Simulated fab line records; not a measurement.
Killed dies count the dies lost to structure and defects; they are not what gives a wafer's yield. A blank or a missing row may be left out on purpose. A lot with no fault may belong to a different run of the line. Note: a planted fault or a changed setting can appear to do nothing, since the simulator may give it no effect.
fab line records + flow sky130
record
- lots=4
- wafers=12
- last_day=49
route steps=708 shown METAL2@490 VIA2@507 PAD_OPEN@708
lots untouched by any fault: they come from a run of this same line in which no faults occurred
start_h: hours from the record's opening day to when the first of the lot's shown wafers began + wait_h: hours since the lot's step before + " identical to the entry in the row above + L1.1+2: a single row standing in for several wafers + - no value, or no start was given + * or withheld: withheld + < > ~ a bound
route shown NAME@n: a module of which the file shows steps, and the number in the route of the first + usual: mean/standard deviation taken from wafers without a fault + same: alike in all rows + chamber/n: place in a boat + sites: readings site by site + _std_site: the values' standard deviation + _edge_site: the outer-site mean with the inner-site mean subtracted + radius_mm: for every site, how far away it sits from the centre of the wafer + mask NAME#n: copy n + behind: the tool/chamber that last shaped the wafer + hold: reason for holding the lot/hours on hold/outcome of the hold + device: which transistor (n, p or np) failed to switch + end of line: the route-end tests of the same wafers + a step given without rows: its recipe and nothing more + killed: count of dies lost to structure and defects at first sort (not the wafer's yield) + map: dies across one wafer; x = killed, . = not, _ = none there
set.NAME: the setting that was run; set.NAME@STEP: the one run at that earlier step + model.NAME: the simulator's own value behind a step, which no gauge read
a table for each step, a row for each wafer; lots at some steps of the route
services: the hour from which a tool's chamber was out of use, counted from the record's first day as start_h (under 0 if before that day), plus the number of hours and why
## steps
# step SKY_METAL2_DEHYDRATE_07
# recipe
- temp_c=200
- time_s=60
# step SKY_METAL2_HMDS_08
# recipe
- prime_time_s=60
- prime_temp_c=120
# step SKY_METAL2_COAT_09
# recipe
- resist=BARC
- temp_c=withheld
- time_s=withheld
- spin_rpm=3000
- resist_thk_nm=60
# step SKY_METAL2_COAT_10
# recipe
- resist=KrF-thick
- spin_rpm=3000
- resist_thk_nm=450
# step SKY_METAL2_SOFTBAKE_11
# recipe
- temp_c=100
- time_s=90
- resist=KrF-thick
# step SKY_METAL2_EXPOSE_12
# recipe
- mask_id=MM2
- na=0.8
- source_shape=annular
- sigma_inner=0.55
- sigma_outer=0.85
- target_cd_nm=140
- dose_mj=28
# step SKY_METAL2_PEB_13
# recipe
- peb_temp_c=withheld
- peb_time_s=withheld
- resist=KrF-thick
# step SKY_METAL2_DEVELOP_14
# recipe
- develop_time_s=60
- resist=KrF-thick
- dev_temp_c=21
# step SKY_METAL2_DESCUM_17
# recipe
- chemistry=O2
- source_power_w=150
- bias_power_w=0
- pressure_mtorr=10
- temp_c=40
- time_s=8
# step SKY_METAL2_ETCH_18
# recipe
- chemistry=N2/H2
- target=BARC
- ion_energy_ev=200
- bias_w=100
- pressure_mtorr=30
- n2_flow_sccm=100
- h2_flow_sccm=200
- icp_w=500
- stop_on=SiO2
- time_s=45.9
- target_depth_a=600
# step SKY_METAL2_METAL_ETCH_19
# recipe
- target_depth_a=3600
- stop_on=SiO2
- over_etch_frac=0.3
- time_s=78
- chemistry=Cl2/BCl3
- resist_sidewall_deg=88
- pressure_mtorr=10
- icp_w=900
- bias_w=48.5
- Cl2_flow_sccm=60
- bcl3_flow_sccm=30
# usual
- bias_w=48.48/0.16
- drypump_motor_current_A=5.8/0.49
- oes_product_au=0.852/0.0066
- throttle_valve_pct=22.265/0.0093
| lot.wafer | tool         | chamber | start_h | wait_h | bias_w | drypump_motor_current_A | oes_product_au | rf_hours_counter_h | throttle_valve_pct |
|-----------|--------------|---------|---------|--------|--------|-------------------------|----------------|--------------------|--------------------|
| L577.1    | rie_metal-01 | 1       | 875.38  | 0.0    | 48.37  | 5.8                     | 0.849          | 8                  | 22.258             |
| L577.5    | "            | 1       | "       | "      | 48.42  | 5.7                     | 0.855          | -                  | 22.274             |
| L577.6    | "            | 0       | "       | "      | 48.61  | 4.9                     | 0.858          | -                  | 22.271             |
| L579.1    | rie_metal-01 | 1       | 889.59  | 0.0    | 48.40  | 5.7                     | 0.864          | 9                  | 22.259             |
| L579.2    | "            | 0       | "       | "      | 48.38  | 4.9                     | 0.854          | 9                  | 22.269             |
| L579.3    | "            | 0       | "       | "      | 48.50  | 4.9                     | 0.852          | -                  | 22.274             |
| L580.2    | rie_metal-01 | 1       | 905.03  | 0.0    | 48.39  | 5.7                     | 0.837          | 9                  | 22.258             |
| L580.4    | "            | 0       | "       | "      | 48.45  | 4.9                     | 0.862          | -                  | 22.256             |
| L580.6    | "            | 1       | "       | "      | 48.42  | 5.7                     | 0.857          | -                  | 22.272             |
| L586.3    | rie_metal-03 | 0       | 943.52  | 0.1    | 48.34  | 5.3                     | 0.858          | -                  | 22.271             |
| L586.4    | "            | 1       | "       | "      | 48.22  | 5.8                     | 0.854          | -                  | 22.269             |
| L586.6    | "            | 0       | "       | "      | 48.41  | 5.3                     | 0.854          | -                  | 22.267             |
# step SKY_METAL2_STRIP_20
# recipe
- chemistry=O2/N2
- power_w=1400
- pressure_mtorr=1500
- platen_temp_c=withheld
- o2_flow_sccm=3000
- n2_flow_sccm=300
- overash_fraction=0.5
# step SKY_METAL2_STRIP_21
# recipe
- chemistry=post_etch_residue_remover
- time_s=1200
- temp_c=72.5
# step SKY_METAL2_CLEAN_22
# recipe
- chemistry=IPA
- time_s=180
- temp_c=25
# step SKY_METAL2_CLEAN_23
# recipe
- chemistry=O3/DIW
- dry=n2_spin
# step SKY_VIA2_HDPCVD_00
# recipe
- material=SiO2
- target_thk_nm=1180
- sigma_open_frac=0.3
- time_s=196.7
- temp_c=400
- sih4_flow_sccm=60
- pressure_mtorr=6
# step SKY_VIA2_CMP_02
# recipe
- material=SiO2
- down_force_psi=4
- platen_rpm=60
- pad_velocity_m_s=0.94248
# step SKY_VIA2_DEHYDRATE_04
# recipe
- temp_c=200
- time_s=60
# step SKY_VIA2_HMDS_05
# recipe
- prime_time_s=60
- prime_temp_c=120
# step SKY_VIA2_COAT_06
# recipe
- resist=BARC
- temp_c=withheld
- time_s=withheld
- spin_rpm=3000
- resist_thk_nm=60
# step SKY_VIA2_COAT_07
# recipe
- resist=KrF-thick
- spin_rpm=3000
- resist_thk_nm=450
# step SKY_VIA2_SOFTBAKE_08
# recipe
- temp_c=100
- time_s=90
- resist=KrF-thick
# step SKY_VIA2_EXPOSE_09
# recipe
- mask_id=VIM2
- na=0.8
- source_shape=annular
- sigma_inner=0.55
- sigma_outer=0.85
- target_cd_nm=200
- dose_mj=38
# step SKY_VIA2_PEB_10
# recipe
- peb_temp_c=withheld
- peb_time_s=withheld
- resist=KrF-thick
# step SKY_VIA2_DEVELOP_11
# recipe
- develop_time_s=60
- resist=KrF-thick
- dev_temp_c=21
# step SKY_VIA2_ETCH_14
# recipe
- chemistry=N2/H2
- target=BARC
- ion_energy_ev=200
- source_w=500
- bias_w=100
- pressure_mtorr=30
- n2_flow_sccm=100
- h2_flow_sccm=200
- stop_on=SiO2
- time_s=45.9
- target_depth_a=600
# step SKY_VIA2_ETCH_15
# recipe
- target=SiO2
- chemistry=C4F8/O2/Ar
- target_depth_nm=546
- stop_on=TiN
- mask_material=KrF-thick
- source_w=1500
- bias_w=1200
- pressure_mtorr=40
- c4f8_flow_sccm=withheld
- O2_flow_sccm=6
- Ar_flow_sccm=300
- time_s=84
# step SKY_VIA2_STRIP_16
# recipe
- chemistry=O2/N2
- power_w=1400
- pressure_mtorr=1500
- platen_temp_c=withheld
- o2_flow_sccm=3000
- n2_flow_sccm=300
- overash_fraction=0.5
# step SKY_VIA2_STRIP_17
# recipe
- chemistry=post_etch_residue_remover
- time_s=1200
- temp_c=72.5
# step SKY_VIA2_CLEAN_18
# recipe
- chemistry=IPA
- time_s=180
- temp_c=25
# step SKY_VIA2_CLEAN_19
# recipe
- chemistry=O3/DIW
- dry=n2_spin
# step SKY_VIA2_SPUTTER_20
# recipe
- material=TiN
- target_thk_nm=20
- chamber_pressure_pa=5
- power_w=4000
- time_s=80
# step SKY_VIA2_CVD_21
# recipe
- material=W
- target_thk_nm=420
- time_s=126.4
- temp_c=400
- pressure_torr=40
# step SKY_VIA2_CMP_24
# recipe
- stop_on=SiO2
- t_overpolish_s=20
- down_force_psi=3.5
- platen_rpm=60
- target_thk_nm=0
- pad_velocity_m_s=0.94248
# step SKY_PAD_OPEN_PROBE_99
# usual
- defect_limited_yield=82.3/1.9
- killed_at_M0_to_M3=44/6.9
- killed_at_M4_up=3.3/2.1
- killed_at_contacts=24/4.8
- killed_at_front_end=15/4.4
- killed_at_other=0.2/0.48
- killed_dies=87/9.5
- killed_open=48/6.5
- killed_short=39/6.3
- sort_bin_3_pad_short=0.9/0.48
- sort_bin_5_function=10.5/1.5
- sort_bin_6_memory=6.3/1.1
- sort_n_pass=405/9.5
- sort_yield_pct=82.3/1.9
# same
- gross_dies=492
- killed_at_back_side=0
- sort_bin_4_leakage[%]=0
- sort_bin_8_speed[%]=0
| lot.wafer | tool      | chamber | start_h | wait_h | defect_limited_yield[%] | killed_at_M0_to_M3 | killed_at_M4_up | killed_at_contacts | killed_at_front_end | killed_at_other | killed_dies | killed_open | killed_short | sort_bin_3_pad_short[%] | sort_bin_5_function[%] | sort_bin_6_memory[%] | sort_n_pass | sort_yield_pct[%] | model.etest.tester.sort_n_pass | model.etest.tester.sort_yield_pct | model.etest.tester.sort_bin_5_pct | model.etest.tester.sort_bin_3_pct |
|-----------|-----------|---------|---------|--------|-------------------------|--------------------|-----------------|--------------------|---------------------|-----------------|-------------|-------------|--------------|-------------------------|------------------------|----------------------|-------------|-------------------|--------------------------------|-----------------------------------|-----------------------------------|-----------------------------------|
| L579.1    | prober-01 | -       | 1127.82 | 0.1    | 83.3                    | 43                 | 1               | 27                 | 11                  | 0               | 82          | 48          | 34           | 0.6                     | 8.7                    | 7.3                  | 410         | 83.3              | 410                            | 83.33                             | 8.74                              | 0.6098                            |
| L579.2    | prober-01 | -       | 1127.87 | 0.1    | 75.2                    | 82                 | 1               | 20                 | 19                  | 0               | 122         | 46          | 33           | 3.3                     | 14.2                   | 7.3                  | 370         | 75.2              | 370                            | 75.2                              | 14.23                             | 3.252                             |
| L579.3    | prober-01 | -       | 1127.92 | 0.2    | 75.2                    | 77                 | 5               | 25                 | 15                  | 0               | 122         | 43          | 43           | 3.9                     | 14.4                   | 6.5                  | 370         | 75.2              | 370                            | 75.2                              | 14.43                             | 3.862                             |
| L580.2    | prober-02 | -       | 1141.09 | 0.1    | 80.9                    | 46                 | 2               | 30                 | 16                  | 0               | 94          | 52          | 42           | 2.0                     | 11.2                   | 5.9                  | 398         | 80.9              | 398                            | 80.89                             | 11.18                             | 2.033                             |
| L580.4    | prober-02 | -       | 1141.19 | 0.2    | 79.9                    | 71                 | 2               | 19                 | 7                   | 0               | 99          | 35          | 26           | 3.3                     | 11.8                   | 5.1                  | 393         | 79.9              | 393                            | 79.88                             | 11.79                             | 3.252                             |
| L580.6    | prober-02 | -       | 1141.29 | 0.2    | 83.9                    | 49                 | 1               | 18                 | 11                  | 0               | 79          | 45          | 34           | 0.4                     | 9.3                    | 6.3                  | 413         | 83.9              | 413                            | 83.94                             | 9.35                              | 0.4065                            |
| L586.3    | prober-02 | -       | 1168.22 | 0.2    | 82.7                    | 39                 | 9               | 20                 | 17                  | 0               | 85          | 45          | 39           | 0.2                     | 10.2                   | 6.9                  | 407         | 82.7              | 407                            | 82.72                             | 10.16                             | 0.2033                            |
| L586.4    | prober-02 | -       | 1168.27 | 0.2    | 79.3                    | 45                 | 8               | 28                 | 21                  | 0               | 102         | 50          | 52           | 0.6                     | 14.6                   | 5.5                  | 390         | 79.3              | 390                            | 79.27                             | 14.63                             | 0.6098                            |
| L586.6    | prober-02 | -       | 1168.37 | 0.2    | 85.0                    | 40                 | 1               | 23                 | 10                  | 0               | 74          | 39          | 34           | 0.8                     | 7.9                    | 6.3                  | 418         | 85.0              | 418                            | 84.96                             | 7.927                             | 0.813                             |
# killed by level:class
L579.1 LI_CONTACT:geometric_particle:open=9 VIA1:geometric_particle:open=8 VIA2:geometric_particle:open=8 VIA3:geometric_particle:open=7 CONTACT:geometric_particle:short=6 CONTACT:geometric_particle:open=6 VIA1:geometric_particle:short=6 LOCAL_INTERCONNECT:geometric_particle:short=4
L579.2 METAL2:unspecified=43 VIA1:geometric_particle:open=10 FIELD_ISO:geometric_particle:open=7 LI_CONTACT:geometric_particle:open=6 VIA3:geometric_particle:short=6 VIA2:geometric_particle:open=5 CONTACT:geometric_particle:short=5 POLY_GATE:geometric_particle:open=4
L579.3 METAL2:unspecified=36 VIA1:geometric_particle:open=11 CONTACT:geometric_particle:short=7 VIA2:geometric_particle:open=7 FIELD_ISO:geometric_particle:short=6 LI_CONTACT:geometric_particle:open=6 METAL2:geometric_particle:short=6 VIA3:geometric_particle:short=4
L580.2 VIA1:geometric_particle:open=12 LI_CONTACT:geometric_particle:open=11 CONTACT:geometric_particle:open=6 VIA1:geometric_particle:short=6 METAL2:geometric_particle:short=6 VIA3:geometric_particle:open=5 LOCAL_INTERCONNECT:geometric_particle:short=5 FIELD_ISO:geometric_particle:short=4
L580.4 METAL2:unspecified=38 CONTACT:geometric_particle:open=11 VIA1:geometric_particle:open=7 VIA2:geometric_particle:open=5 METAL3:geometric_particle:short=4 METAL2:geometric_particle:short=4 VIA2:geometric_particle:short=4 LI_CONTACT:geometric_particle:open=3
L580.6 CONTACT:geometric_particle:open=12 VIA1:geometric_particle:open=10 METAL2:geometric_particle:short=7 METAL1:geometric_particle:short=6 VIA3:geometric_particle:open=6 VIA1:geometric_particle:short=5 FIELD_ISO:geometric_particle:open=4 CONTACT:geometric_particle:short=3
L586.3 VIA1:geometric_particle:open=11 FIELD_ISO:geometric_particle:short=7 CONTACT:geometric_particle:open=7 FIELD_ISO:geometric_particle:open=6 VIA2:geometric_particle:open=6 METAL4:geometric_particle:short=6 VIA1:geometric_particle:short=5 VIA3:geometric_particle:open=5
L586.4 CONTACT:geometric_particle:open=12 VIA1:geometric_particle:open=9 VIA2:geometric_particle:short=8 LI_CONTACT:geometric_particle:short=7 POLY_GATE:geometric_particle:open=6 METAL4:geometric_particle:short=6 FIELD_ISO:geometric_particle:open=5 FIELD_ISO:geometric_particle:short=5
L586.6 CONTACT:geometric_particle:open=9 VIA1:geometric_particle:open=8 LOCAL_INTERCONNECT:geometric_particle:short=5 METAL1:geometric_particle:short=5 VIA1:geometric_particle:short=5 VIA2:geometric_particle:open=5 LI_CONTACT:geometric_particle:open=4 CONTACT:geometric_particle:short=3
# map L579.2 (x killed, . not)
__________xxxxxxxxxx_________
________.xxxxxxxxxx..._______
______..x.xxxxxxxxx.x..._____
_____...xx.xxxxxxxx......____
____...x...xx.x..xxx.x....___
___.x....x...x......x......__
__...xx...x........x....x.x._
_....x.....x.....x...xx......
_...x.....x.x........x.......
_..x.xx.....x..x...x.......x.
_x.x...x.........x...........
_..x..x.x...x.............x..
_.....x..x..x..........x....x
_..x...........x.x......x.x..
_....x..x....................
__x.x............x.......x.._
___.......x..x.x..........x__
____.............xxx.x....___
_____..x..x..x.xx....x...____
______..x..............._____
________............xx_______
__________x.xx..xx.._________
# map L580.4 (x killed, . not)
__________xxxxxxxxxx_________
________.xxxxxxxxxx.x._______
______....xxxxxxxxx....._____
_____.......xxxxxx....xx.____
____x.......x.xxx..x.....x___
___x......xx...x....x.....x__
__....x...x........xx......._
_....x..........x............
_....x.....................x.
_....................x...xx..
_x........xx...x..x..........
_.....................x......
_...x......x............xx..x
_.xxxxxx.......xxx...........
_....x..........x..........x.
__.x........................_
___..........x........x...x__
____..........x...x..x..x.___
_____.............x......____
______.......x......xx.._____
________.......x....x._______
__________.........._________
## services
| tool         | chamber | start_h | hours | kind           |
|--------------|---------|---------|-------|----------------|
| rie_metal-01 | -       | 852.71  | 0.6   | repair         |
| rie_metal-03 | 1       | 886.46  | -     | clean          |
| rie_metal-03 | 1       | 886.46  | 18.4  | scheduled_down |
| rie_metal-03 | 1       | 886.46  | 18.4  | vent_cycle     |
| rie_metal-01 | 1       | 891.75  | 7.3   | repair         |
## key
first_sign
- step=SKY_PAD_OPEN_PROBE_99
- reading=sort_bin_3_pad_short
- direction=up
- sigmas=5.3
- usual=0.9
- struck=3.5
effect
- step=SKY_PAD_OPEN_PROBE_99
- reading=killed_at_M0_to_M3
- direction=up
- sigmas=4.7
- usual=44
- struck=77
model_effect
- step=SKY_PAD_OPEN_PROBE_99
- value=etest.tester.sort_n_pass
- without=408.7
- struck=377.7
met_at SKY_METAL2_METAL_ETCH_19
struck_wafers L579.2,L579.3,L580.4
onset_between 875.38 889.59
fault
- kind=chamber_particle_source
- tool=rie_metal-01
- chamber=0
- onset_h=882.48
- steps=SKY_METAL2_METAL_ETCH_19
- rate_per_visit_cm2=1.3922
- end_h=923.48
